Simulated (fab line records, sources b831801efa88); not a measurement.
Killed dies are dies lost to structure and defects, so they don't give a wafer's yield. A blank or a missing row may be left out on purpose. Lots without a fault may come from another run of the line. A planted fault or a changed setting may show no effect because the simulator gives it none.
Chamber matching | flow sky130 | SKY_VIA1_ETCH_15 on rie_diel-03: 4 sister chambers
The step etches SiO2 in C4F8/O2/Ar, stops on TiN, target depth 351 nm, time 54 s. 4 wafers are shown with their chamber, then 7 later ones without.

WAFERS WITH THEIR CHAMBER
wafer  | chamber | oes_product_au (a.u.)
L939.3 | 3       | 0.987
L939.5 | 1       | 0.986
L943.1 | 0       | 0.977
L943.4 | 2       | 0.975

WAFERS WITHOUT THEIR CHAMBER
wafer  | oes_product_au (a.u.)
L943.6 | 0.981
L950.4 | 0.984
L950.5 | 0.968
L950.6 | 0.980
L956.1 | 0.969
L956.2 | 0.977
L956.3 | 0.983

WHICH CHAMBER EACH WENT THROUGH
wafer  | from the rows above               | in truth
L943.6 | can't be placed: 0 or 1 or 2 or 3 | 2
L950.4 | can't be placed: 1 or 3 or 0 or 2 | 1
L950.5 | can't be placed: 2 or 0           | 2
L950.6 | can't be placed: 0 or 2 or 1 or 3 | 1
L956.1 | can't be placed: 2 or 0           | 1
L956.2 | can't be placed: 0 or 2           | 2
L956.3 | can't be placed: 1 or 3 or 0 or 2 | 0
Placed correctly: 0 of 7. Can't be placed from these rows: 7 (the true chamber is among the candidates in 6). Placed wrongly: 0.
How it was worked out, from the rows above alone: a wafer's distance from a chamber is the root of the sum, over the readings, of the square of ((its reading less the chamber's mean) divided by the reading's scatter). The wafer belongs to the nearest chamber; if the next one is less than 2 further off, it can't be placed. A chamber's mean is the mean of its shown wafers. The scatter: with one shown wafer a chamber, the root of the mean of the squares of how far each hidden wafer lies from its nearest shown one.
